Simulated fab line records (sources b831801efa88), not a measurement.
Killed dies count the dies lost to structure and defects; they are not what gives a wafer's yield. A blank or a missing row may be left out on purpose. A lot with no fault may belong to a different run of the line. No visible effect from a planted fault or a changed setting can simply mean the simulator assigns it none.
A sampling plan put to the test -- flow gf180mcu -- one line in one fab, 57 faults in these records, each fault weighed on the records of the lots it struck
The line's own looks make up the plan; these are the steps of the route where a gauge or inspection reads the wafer and leaves it unchanged. A look can be judged if struck wafers have a number there and the file gives its usual mean and standard deviation on fault-free wafers. Caught: at a look after the fault's first step, the mean of the struck wafers lies 4 or more of those standard deviations (sigma) from the usual mean. On the tool: the identical test, applied to the tool's own readings at the steps of the fault. If the struck wafers alone have a blank record, or they carry another recipe, that too counts as caught.

## THE FAULTS, as the simulator had put them in
1. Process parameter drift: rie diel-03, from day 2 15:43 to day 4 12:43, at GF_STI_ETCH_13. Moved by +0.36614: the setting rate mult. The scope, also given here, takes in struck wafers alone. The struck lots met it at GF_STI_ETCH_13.
2. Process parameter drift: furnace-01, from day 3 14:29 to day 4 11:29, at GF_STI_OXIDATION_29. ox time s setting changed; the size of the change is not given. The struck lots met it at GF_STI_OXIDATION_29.
3. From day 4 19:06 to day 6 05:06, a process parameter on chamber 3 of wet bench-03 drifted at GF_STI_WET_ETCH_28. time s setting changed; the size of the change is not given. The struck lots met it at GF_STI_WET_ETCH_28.
4. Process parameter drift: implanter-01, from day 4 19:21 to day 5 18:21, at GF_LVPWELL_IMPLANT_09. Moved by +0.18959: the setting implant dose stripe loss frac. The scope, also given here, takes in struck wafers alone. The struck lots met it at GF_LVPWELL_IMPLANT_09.
5. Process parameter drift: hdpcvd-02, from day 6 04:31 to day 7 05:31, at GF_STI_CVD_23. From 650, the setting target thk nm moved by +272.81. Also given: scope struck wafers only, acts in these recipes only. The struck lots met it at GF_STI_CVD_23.
6. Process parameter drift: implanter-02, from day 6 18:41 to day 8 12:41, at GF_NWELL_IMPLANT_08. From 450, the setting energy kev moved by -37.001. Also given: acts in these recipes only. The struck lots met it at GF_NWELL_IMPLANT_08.
7. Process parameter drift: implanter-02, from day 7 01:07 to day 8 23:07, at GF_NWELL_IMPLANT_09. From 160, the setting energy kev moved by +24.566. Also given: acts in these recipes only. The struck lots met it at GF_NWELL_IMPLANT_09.
8. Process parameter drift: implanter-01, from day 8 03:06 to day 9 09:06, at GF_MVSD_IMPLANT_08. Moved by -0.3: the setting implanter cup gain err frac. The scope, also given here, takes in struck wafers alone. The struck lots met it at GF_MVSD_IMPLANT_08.
9. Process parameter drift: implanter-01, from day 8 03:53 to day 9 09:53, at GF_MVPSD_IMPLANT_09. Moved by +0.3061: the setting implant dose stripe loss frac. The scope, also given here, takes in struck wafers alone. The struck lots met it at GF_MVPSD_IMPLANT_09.
10. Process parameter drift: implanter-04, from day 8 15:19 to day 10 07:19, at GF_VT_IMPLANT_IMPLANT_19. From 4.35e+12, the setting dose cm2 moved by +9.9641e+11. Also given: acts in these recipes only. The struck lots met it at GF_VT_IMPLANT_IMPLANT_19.
11. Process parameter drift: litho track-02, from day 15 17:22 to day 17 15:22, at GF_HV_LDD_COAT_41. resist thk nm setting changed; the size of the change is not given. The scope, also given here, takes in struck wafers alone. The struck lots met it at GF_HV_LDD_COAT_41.
12. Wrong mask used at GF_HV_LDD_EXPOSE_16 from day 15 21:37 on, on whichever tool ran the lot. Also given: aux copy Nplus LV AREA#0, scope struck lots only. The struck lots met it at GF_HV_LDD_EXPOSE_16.
13. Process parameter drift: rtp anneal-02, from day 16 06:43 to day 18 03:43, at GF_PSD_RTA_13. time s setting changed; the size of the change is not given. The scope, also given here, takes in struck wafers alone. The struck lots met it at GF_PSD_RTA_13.
14. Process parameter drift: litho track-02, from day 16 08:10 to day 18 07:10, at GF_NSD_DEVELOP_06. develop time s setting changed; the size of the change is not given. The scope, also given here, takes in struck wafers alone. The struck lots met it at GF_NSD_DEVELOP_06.
15. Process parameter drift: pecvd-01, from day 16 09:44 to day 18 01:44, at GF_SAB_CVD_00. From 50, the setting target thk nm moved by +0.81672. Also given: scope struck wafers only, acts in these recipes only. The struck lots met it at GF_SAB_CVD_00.
16. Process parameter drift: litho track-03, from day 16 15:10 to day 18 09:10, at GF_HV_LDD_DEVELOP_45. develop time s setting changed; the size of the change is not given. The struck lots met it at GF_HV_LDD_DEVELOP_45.
17. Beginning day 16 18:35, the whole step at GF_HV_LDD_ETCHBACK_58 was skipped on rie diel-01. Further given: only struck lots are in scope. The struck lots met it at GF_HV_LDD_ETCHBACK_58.
18. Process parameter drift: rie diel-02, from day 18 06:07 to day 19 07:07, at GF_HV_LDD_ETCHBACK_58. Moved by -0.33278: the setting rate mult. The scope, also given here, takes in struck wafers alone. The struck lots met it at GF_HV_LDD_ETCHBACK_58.
19. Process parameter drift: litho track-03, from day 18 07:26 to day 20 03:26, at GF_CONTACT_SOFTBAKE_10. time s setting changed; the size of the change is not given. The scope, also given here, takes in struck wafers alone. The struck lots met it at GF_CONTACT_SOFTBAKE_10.
20. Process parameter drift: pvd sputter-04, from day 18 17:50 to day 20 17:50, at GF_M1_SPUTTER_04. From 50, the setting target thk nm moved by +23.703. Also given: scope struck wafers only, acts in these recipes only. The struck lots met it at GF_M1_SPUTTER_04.
21. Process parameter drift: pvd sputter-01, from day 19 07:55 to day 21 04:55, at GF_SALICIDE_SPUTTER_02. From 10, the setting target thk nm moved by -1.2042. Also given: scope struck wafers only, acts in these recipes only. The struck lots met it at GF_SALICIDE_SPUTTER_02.
22. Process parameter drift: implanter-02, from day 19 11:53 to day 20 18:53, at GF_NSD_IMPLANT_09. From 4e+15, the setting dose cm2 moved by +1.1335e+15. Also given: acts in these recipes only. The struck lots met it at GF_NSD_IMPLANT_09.
23. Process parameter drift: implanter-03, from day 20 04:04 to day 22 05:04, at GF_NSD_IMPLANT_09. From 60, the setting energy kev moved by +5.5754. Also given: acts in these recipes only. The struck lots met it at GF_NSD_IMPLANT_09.
24. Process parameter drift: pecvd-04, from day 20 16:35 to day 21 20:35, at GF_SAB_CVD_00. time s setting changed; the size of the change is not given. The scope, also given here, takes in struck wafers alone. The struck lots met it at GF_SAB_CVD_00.
25. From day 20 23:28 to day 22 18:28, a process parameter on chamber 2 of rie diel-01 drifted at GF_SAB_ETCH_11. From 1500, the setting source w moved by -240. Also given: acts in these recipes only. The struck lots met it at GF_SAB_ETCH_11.
26. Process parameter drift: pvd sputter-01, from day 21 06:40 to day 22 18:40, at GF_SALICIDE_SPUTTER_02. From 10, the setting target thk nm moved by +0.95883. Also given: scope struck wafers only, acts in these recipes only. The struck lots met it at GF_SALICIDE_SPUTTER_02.
27. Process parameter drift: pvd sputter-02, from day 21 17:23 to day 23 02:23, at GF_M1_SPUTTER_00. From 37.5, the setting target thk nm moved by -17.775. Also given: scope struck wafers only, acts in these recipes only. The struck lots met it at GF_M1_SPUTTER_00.
28. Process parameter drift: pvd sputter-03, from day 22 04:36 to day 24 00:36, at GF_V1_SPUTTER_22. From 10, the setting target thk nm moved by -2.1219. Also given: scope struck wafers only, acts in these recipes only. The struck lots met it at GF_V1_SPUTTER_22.
29. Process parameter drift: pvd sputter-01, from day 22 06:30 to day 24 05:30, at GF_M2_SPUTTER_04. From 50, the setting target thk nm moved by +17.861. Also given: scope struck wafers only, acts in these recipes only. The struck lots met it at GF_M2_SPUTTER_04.
30. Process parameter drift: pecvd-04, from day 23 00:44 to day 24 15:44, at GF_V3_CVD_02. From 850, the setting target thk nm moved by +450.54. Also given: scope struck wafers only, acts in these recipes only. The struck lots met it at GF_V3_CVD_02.
31. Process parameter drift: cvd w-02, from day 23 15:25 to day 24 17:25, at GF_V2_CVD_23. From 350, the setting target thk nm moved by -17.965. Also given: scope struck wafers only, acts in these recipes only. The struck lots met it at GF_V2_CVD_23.
32. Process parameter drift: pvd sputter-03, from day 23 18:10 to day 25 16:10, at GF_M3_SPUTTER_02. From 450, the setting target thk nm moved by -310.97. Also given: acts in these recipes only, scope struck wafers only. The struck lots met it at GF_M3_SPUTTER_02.
33. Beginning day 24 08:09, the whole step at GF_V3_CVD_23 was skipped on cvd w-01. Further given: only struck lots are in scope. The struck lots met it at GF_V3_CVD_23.
34. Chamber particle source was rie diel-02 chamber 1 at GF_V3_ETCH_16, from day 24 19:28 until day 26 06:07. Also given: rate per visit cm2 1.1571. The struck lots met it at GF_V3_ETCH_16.
35. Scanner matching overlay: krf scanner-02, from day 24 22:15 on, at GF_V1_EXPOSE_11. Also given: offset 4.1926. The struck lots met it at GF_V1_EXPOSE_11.
36. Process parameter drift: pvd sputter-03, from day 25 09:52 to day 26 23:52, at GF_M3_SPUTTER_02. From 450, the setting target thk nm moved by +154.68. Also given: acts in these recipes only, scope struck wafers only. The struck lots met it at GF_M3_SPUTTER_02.
37. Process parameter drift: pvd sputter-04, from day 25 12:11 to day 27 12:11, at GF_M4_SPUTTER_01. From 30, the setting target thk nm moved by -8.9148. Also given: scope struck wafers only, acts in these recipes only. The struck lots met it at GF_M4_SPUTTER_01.
38. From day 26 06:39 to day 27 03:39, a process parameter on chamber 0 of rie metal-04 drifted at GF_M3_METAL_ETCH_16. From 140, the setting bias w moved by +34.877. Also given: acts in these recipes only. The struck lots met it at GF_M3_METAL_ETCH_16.
39. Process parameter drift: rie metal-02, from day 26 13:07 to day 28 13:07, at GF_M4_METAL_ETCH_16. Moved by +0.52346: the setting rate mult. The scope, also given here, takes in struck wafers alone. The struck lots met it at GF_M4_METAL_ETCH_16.
40. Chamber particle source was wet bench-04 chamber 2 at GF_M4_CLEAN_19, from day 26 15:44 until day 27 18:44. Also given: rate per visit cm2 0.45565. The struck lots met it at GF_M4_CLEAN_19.
41. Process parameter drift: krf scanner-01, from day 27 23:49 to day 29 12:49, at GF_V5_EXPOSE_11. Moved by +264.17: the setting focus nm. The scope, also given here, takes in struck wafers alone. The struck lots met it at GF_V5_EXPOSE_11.
42. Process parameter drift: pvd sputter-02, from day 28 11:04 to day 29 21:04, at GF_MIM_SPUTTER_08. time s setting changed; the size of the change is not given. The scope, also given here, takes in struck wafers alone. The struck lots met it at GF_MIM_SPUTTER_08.
43. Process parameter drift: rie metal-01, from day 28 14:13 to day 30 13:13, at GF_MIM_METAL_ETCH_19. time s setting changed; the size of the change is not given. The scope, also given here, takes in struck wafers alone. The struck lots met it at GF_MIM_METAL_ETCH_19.
44. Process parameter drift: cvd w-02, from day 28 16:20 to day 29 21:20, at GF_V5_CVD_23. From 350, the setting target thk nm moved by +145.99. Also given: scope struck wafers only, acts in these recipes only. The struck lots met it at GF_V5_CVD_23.
45. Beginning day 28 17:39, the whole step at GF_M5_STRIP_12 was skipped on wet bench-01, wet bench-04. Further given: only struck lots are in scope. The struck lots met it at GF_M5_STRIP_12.
46. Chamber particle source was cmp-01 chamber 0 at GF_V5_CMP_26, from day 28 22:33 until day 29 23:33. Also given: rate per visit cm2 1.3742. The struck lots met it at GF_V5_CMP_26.
47. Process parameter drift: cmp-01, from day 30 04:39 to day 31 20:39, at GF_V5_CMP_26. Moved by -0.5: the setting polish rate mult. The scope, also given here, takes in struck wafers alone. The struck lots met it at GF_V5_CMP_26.
48. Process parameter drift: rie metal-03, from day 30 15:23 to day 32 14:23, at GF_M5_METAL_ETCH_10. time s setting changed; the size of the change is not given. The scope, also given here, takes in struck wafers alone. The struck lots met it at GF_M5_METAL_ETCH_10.
49. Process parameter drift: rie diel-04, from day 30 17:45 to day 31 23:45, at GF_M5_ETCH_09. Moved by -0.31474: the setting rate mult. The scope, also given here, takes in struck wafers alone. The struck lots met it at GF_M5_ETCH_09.
50. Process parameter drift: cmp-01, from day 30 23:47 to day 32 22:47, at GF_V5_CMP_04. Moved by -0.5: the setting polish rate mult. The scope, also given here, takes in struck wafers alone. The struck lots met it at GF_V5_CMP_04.
51. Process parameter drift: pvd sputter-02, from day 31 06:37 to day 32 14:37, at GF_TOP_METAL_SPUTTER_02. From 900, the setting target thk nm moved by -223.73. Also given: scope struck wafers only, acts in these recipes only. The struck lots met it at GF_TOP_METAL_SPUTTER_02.
52. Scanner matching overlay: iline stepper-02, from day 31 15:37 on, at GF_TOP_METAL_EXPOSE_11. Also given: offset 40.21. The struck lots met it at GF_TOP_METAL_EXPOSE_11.
53. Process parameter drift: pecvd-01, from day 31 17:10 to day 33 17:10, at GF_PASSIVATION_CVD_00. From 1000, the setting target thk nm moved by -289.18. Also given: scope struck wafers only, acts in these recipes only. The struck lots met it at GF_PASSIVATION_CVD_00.
54. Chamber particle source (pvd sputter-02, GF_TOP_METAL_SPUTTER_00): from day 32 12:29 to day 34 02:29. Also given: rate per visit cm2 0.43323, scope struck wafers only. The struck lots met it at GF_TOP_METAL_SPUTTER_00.
55. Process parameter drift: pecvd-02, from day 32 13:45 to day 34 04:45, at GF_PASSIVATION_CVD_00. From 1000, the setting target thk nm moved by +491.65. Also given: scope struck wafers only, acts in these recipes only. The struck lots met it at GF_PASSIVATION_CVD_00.
56. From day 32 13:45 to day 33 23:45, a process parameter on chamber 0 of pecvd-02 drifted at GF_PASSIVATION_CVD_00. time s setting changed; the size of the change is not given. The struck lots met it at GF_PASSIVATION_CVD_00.
57. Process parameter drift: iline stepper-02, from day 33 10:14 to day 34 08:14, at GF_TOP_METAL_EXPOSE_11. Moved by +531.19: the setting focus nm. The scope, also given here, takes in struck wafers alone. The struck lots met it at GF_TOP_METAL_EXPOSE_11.

## WHAT THE PLAN SAW
fault,on the tool itself,first look that catches it,"reading, sigma",median hours from its first step to that look,hours from the fault's start to the first struck lot there,judged looks passed uncaught
1,under 2 sigma,none of the 2 looks that can be judged after it,-,-,-,2
2,no reading that can be judged,GF_STI_THK_MEAS_30,STI_OXIDATION_02_THK -12,1.4,3,0
3,run length s -8.8 sigma,none of the 4 looks that can be judged after it,-,-,-,4
4,no reading that can be judged,none of the 5 looks that can be judged after it,-,-,-,5
5,under 2 sigma,GF_STI_THK_MEAS_24,STI_CVD_23_THK +34,0.1,2,0
6,beam energy keV -99 or beyond sigma,GF_VT_IMPLANT_RS_MEAS_47,NWELL_RS +5.6,122.7,123,3
7,beam energy keV +99 or beyond sigma,no look after it can be judged,-,-,-,0
8,beam on s +20 sigma,GF_MVSD_TW_MEAS_11,MVSD_TW +24,0.4,1,0
9,no reading that can be judged,none of the 5 looks that can be judged after it,-,-,-,5
10,dose ions cm2 +99 or beyond sigma,GF_VT_IMPLANT_TW_MEAS_21,VT_IMPLANT_2_TW +7.0,0.2,16,0
11,under 2 sigma,none of the 5 looks that can be judged after it,-,-,-,5
12,no reading that can be judged,GF_HV_LDD_TW_MEAS_23,HV_LDD_2_TW -99 or beyond,11.3,13,0
13,run length s +15 sigma,GF_PSD_RS_MEAS_14,NSD_RS -19,0.1,8,0
14,no reading that can be judged,GF_NSD_TW_MEAS_12,NSD_TW -99 or beyond,0.7,10,0
15,under 2 sigma,none of the 2 looks that can be judged after it,-,-,-,2
16,under 2 sigma,GF_HV_LDD_CD_MEAS_46,cd nm +4.9,0.2,27,0
17,the tool's record is blank for the struck wafers,no look after it can be judged,-,-,-,0
18,oes product au -7.9 sigma,no look after it can be judged,-,-,-,0
19,heater power total W +99 or beyond sigma,GF_CONTACT_CD_MEAS_14,cd nm -9.2,12.4,16,0
20,under 2 sigma,GF_M1_THK_MEAS_06,M1_ALCU_THK -4.2,0.2,7,0
21,under 2 sigma,GF_SALICIDE_RS_MEAS_04,SALICIDE_TIN_RS +8.7,0.1,2,0
22,dose ions cm2 +99 or beyond sigma,GF_PSD_RS_MEAS_14,NSD_RS -13,25.2,28,0
23,beam energy keV +99 or beyond sigma,GF_PSD_RS_MEAS_14,NSD_RS -16,24.7,33,2
24,under 2 sigma,GF_SAB_THK_MEAS_01,SAB_CVD_00_THK -6.7,0.0,5,0
25,rf fwd power W -36 sigma,no look after it can be judged,-,-,-,0
26,under 2 sigma,GF_SALICIDE_RS_MEAS_04,SALICIDE_TIN_RS -5.0,0.1,6,0
27,under 2 sigma,no look after it can be judged,-,-,-,0
28,under 2 sigma,no look after it can be judged,-,-,-,0
29,under 2 sigma,none of the 2 looks that can be judged after it,"strongest: M2_ALCU_THK at GF_M2_THK_MEAS_06, -2.8",-,-,2
30,under 2 sigma,GF_V3_THK_MEAS_03,V3_CVD_02_THK +37,0.1,12,0
31,under 2 sigma,none of the 2 looks that can be judged after it,"strongest: V2_W_RS at GF_V2_RS_MEAS_24, +3.7",-,-,2
32,under 2 sigma,GF_M3_RS_MEAS_05,M3_ALCU_RS +99 or beyond,0.1,19,0
33,the tool's record is blank for the struck wafers,GF_V3_RS_MEAS_24,V3_W_RS +99 or beyond,0.1,6,0
34,under 2 sigma,not the one look that can be judged after it,-,-,-,1
35,under 2 sigma,no look after it can be judged,-,-,-,0
36,under 2 sigma,GF_M3_RS_MEAS_05,M3_ALCU_RS -26,0.1,18,0
37,under 2 sigma,no look after it can be judged,-,-,-,0
38,bias w +85 sigma,no look after it can be judged,-,-,-,0
39,only faintly: oes product au +2.9 sigma,not the one look that can be judged after it,-,-,-,1
40,no reading that can be judged,not the one look that can be judged after it,-,-,-,1
41,no reading that can be judged,GF_V5_CD_MEAS_14,cd nm +5.3,9.3,17,0
42,under 2 sigma,GF_MIM_RS_MEAS_10,MIM_ALCU_RS +68,0.1,15,0
43,run length s +29 sigma,no look after it can be judged,-,-,-,0
44,under 2 sigma,GF_V5_RS_MEAS_24,V5_W_RS -22,0.1,20,0
45,the tool's record is blank for the struck wafers,no look after it can be judged,-,-,-,0
46,under 2 sigma,not the one look that can be judged after it,-,-,-,1
47,overpolish run s -99 or beyond sigma,no look after it can be judged,-,-,-,0
48,run length s -43 sigma,no look after it can be judged,-,-,-,0
49,oes product au -22 sigma,no look after it can be judged,-,-,-,0
50,under 2 sigma,no look after it can be judged,-,-,-,0
51,under 2 sigma,GF_TOP_METAL_RS_MEAS_05,TOP_METAL_ALCU_RS +32,0.1,22,0
52,no reading that can be judged,GF_TOP_METAL_OVL_MEAS_15,TOP_METAL_OVL +29,8.2,14,0
53,under 2 sigma,GF_PASSIVATION_THK_MEAS_01,PASSIVATION_CVD_00_THK -21,0.1,28,0
54,under 2 sigma,no look after it can be judged,-,-,-,0
55,under 2 sigma,GF_PASSIVATION_THK_MEAS_01,PASSIVATION_CVD_00_THK +37,0.1,8,0
56,run length s +65 sigma,GF_PASSIVATION_THK_MEAS_01,PASSIVATION_CVD_00_THK +22,0.1,8,0
57,under 2 sigma,GF_TOP_METAL_CD_MEAS_14,cd nm -16,8.6,11,0
A dash: the fault isn't caught, or these records don't give the number.

Caught at a look: 29 of 57. Caught on the tool: 20 of 57. By one or the other: 40 of 57.
Faults 3, 7, 17, 18, 25, 38, 43, 45, 47, 48, 49 were caught on the tool alone.
Caught at a look alone: faults 2, 5, 12, 14, 16, 20, 21, 24, 26, 30, 32, 36, 41, 42, 44, 51, 52, 53, 55, 57.
Caught by neither: faults 1, 4, 9, 11, 15, 27, 28, 29, 31, 34, 35, 37, 39, 40, 46, 50, 54.

## THINNER SAMPLING
Were the look that catches a fault to measure just every second or every third lot (counted by lot number), the first struck lot would, at worst, be measured this late:
fault,"struck lots at that look, in order of time",every lot,every second lot,every third lot
2,"L913, L915",3 h,may miss all 2,may miss all 2
5,"L482, L484, L485",2 h,16 h,may miss all 3
6,"L356, L357",123 h,123 h,may miss all 2
8,"L645, L646, L648",1 h,12 h,may miss all 3
10,"L398, L399",16 h,31 h,may miss all 2
12,L216,13 h,may miss it,may miss it
13,"L260, L261",8 h,16 h,may miss all 2
14,"L605, L607, L608",10 h,43 h,may miss all 3
16,L598,27 h,may miss it,may miss it
19,"L517, L518",16 h,36 h,may miss all 2
20,"L155, L156",7 h,27 h,may miss all 2
21,"L533, L534, L536",2 h,21 h,may miss all 3
22,"L825, L827",28 h,may miss all 2,may miss all 2
23,"L773, L774",33 h,39 h,may miss all 2
24,"L497, L498, L499",5 h,12 h,21 h
26,"L888, L889, L891",6 h,9 h,may miss all 3
30,"L667, L668, L669",12 h,17 h,22 h
32,"L349, L350",19 h,22 h,may miss all 2
33,"L478, L479",6 h,9 h,may miss all 2
36,"L750, L753",18 h,36 h,may miss all 2
41,"L393, L394",17 h,26 h,may miss all 2
42,"L547, L549",15 h,may miss all 2,may miss all 2
44,"L189, L190",20 h,26 h,may miss all 2
51,"L968, L969",22 h,29 h,may miss all 2
52,"L457, L463",14 h,may miss all 2,may miss all 2
53,"L761, L765",28 h,may miss all 2,may miss all 2
55,"L576, L582",8 h,may miss all 2,may miss all 2
56,L739,8 h,may miss it,may miss it
57,L401,11 h,may miss it,may miss it
The hour figures run from when the fault began to the first measured lot among those it struck. 4 sigma limit: tested on the pooled struck wafers, so a lone lot may be under it. Other struck lots may not be in these records.

## THE LONGEST TIMED WAY FROM STEP TO LOOK
In fault 6, a median of 122.7 hours elapses between GF_NWELL_IMPLANT_08 and GF_VT_IMPLANT_RS_MEAS_47. The looks between them that can be judged stayed within 4 sigma: GF_VT_IMPLANT_OVL_MEAS_18, GF_VT_IMPLANT_OVL_MEAS_40, GF_VT_IMPLANT_TW_MEAS_43.
